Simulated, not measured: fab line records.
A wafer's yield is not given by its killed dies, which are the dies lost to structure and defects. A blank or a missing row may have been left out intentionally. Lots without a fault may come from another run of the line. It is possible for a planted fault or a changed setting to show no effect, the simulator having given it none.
Problem report, 8D (eight disciplines) form, completed by code | flow gf180mcu | the parts of the form that need people (team, actions taken, sign-off) are left out

## 1. THE ISSUE
NSD_RS at GF_PSD_RS_MEAS_14 reads a mean of 41.12 ohm/sq on 2 wafers of 1 lot; wafers without a fault read 46.22 ohm/sq with a standard deviation of 0.086. That puts it -59 standard deviations away from the usual mean.
The step: measures by four-point-probe.
The first sign was on wafer L510.5 at day 17 10:42, on film metro-01. The record holds 33 wafers of 11 lots with a number at this step. Rule for "out" (also "out of limits"): further than 4 standard deviations from the usual mean. The other wafers with a number count as sound.

## 2. WHAT IT IS, WHAT IT ISN'T
question                    | is                | is not
which readings at this step | NSD_RS            | -
which lots                  | L510              | L501, L502, L503, L507, L518, L519, L520, L521, L523, L524
which wafers of those lots  | L510.5, L510.6    | L510.1
read on which gauges        | film metro-01     | film metro-03, film metro-04
when                        | from day 17 10:42 | up to then (13 sound wafers); but 18 sound wafers of L518, L519, L520, L521, L523, L524 came after

## 3. SUSPECTS, AND WHAT RULES EACH OUT
Counting: if a tool at a process step up to the reading ran every lot that is out, it stays a suspect. Sound lots after the first of them don't rule it out here, since some wafers of a struck lot are sound.
- the gauge at GF_PSD_RS_MEAS_14: ruled out. All the wafers that are out were read on film metro-01, but those of them that GF_PSD_RTA_13 has rows for are out there too, on other tools.
- rtp anneal-02 at GF_HV_LDD_RTA_52 (time 10 s): kept. The lot that is out, L510, ran on it at day 15 08:58; the last sound lot it ran before that was L507, at day 14 04:51.
- rtp anneal-01 at GF_PSD_RTA_13 (time 20 s): kept. The lot that is out, L510, ran on it at day 17 10:37; the last sound lot it ran before that was L507, at day 16 04:13. Its own run length s readings are out on those wafers.
Remaining after the count are rtp anneal-02 at GF_HV_LDD_RTA_52 and rtp anneal-01 at GF_PSD_RTA_13.

## 4. THE CAUSE (what the simulator had put in)
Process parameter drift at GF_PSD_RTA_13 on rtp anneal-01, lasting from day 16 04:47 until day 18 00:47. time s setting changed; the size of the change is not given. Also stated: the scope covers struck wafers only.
Of the 2 suspects that counting leaves, this tool is one.

## 5. THE EFFECT CHAIN, in route order
Each row: a reading whose mean over the struck wafers that have a number lies more than 3 standard deviations from the usual. Scope: only readings with a usual standard deviation given in the record; hours: median across lots of the time from each lot's start at the first step in this table that gives one to its start at this step; sigmas: change in usual standard deviations.
hours | step              | reading      | usual         | on struck wafers | change | sigmas
0     | GF_PSD_RTA_13     | run length s | 49.00 s       | 79.87            | +30.87 | +99 or more
0     | GF_PSD_RS_MEAS_14 | NSD_RS       | 46.22 ohm/sq  | 41.12            | -5.09  | -59
0     | GF_PSD_RS_MEAS_15 | PSD_RS       | 108.81 ohm/sq | 100.11           | -8.70  | -33
Here are the process steps it includes:
- GF_PSD_RTA_13: time 20 s.
At these later measuring or inspecting steps, every struck wafer for which the step has a row has a number for every such reading, and none has moved that far: GF_CONTACT_BOW_MEAS_05.

## 6. HOW IT WOULD HAVE BEEN CAUGHT EARLIER
30 hours passed between the start of the fault at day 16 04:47 and the first reading out of limits at a measuring or inspecting step in this record, taken at day 17 10:42.
The tool's own readings at GF_PSD_RTA_13 were out on every struck wafer that the step has a row for (run length s): an alarm limit on them would have fired on the first of those.
Each of the lots that are out, 1 in all, had begun GF_PSD_RTA_13 on rtp anneal-01 no later than day 17 10:42. A hold on the tool at that time would have spared none of them.
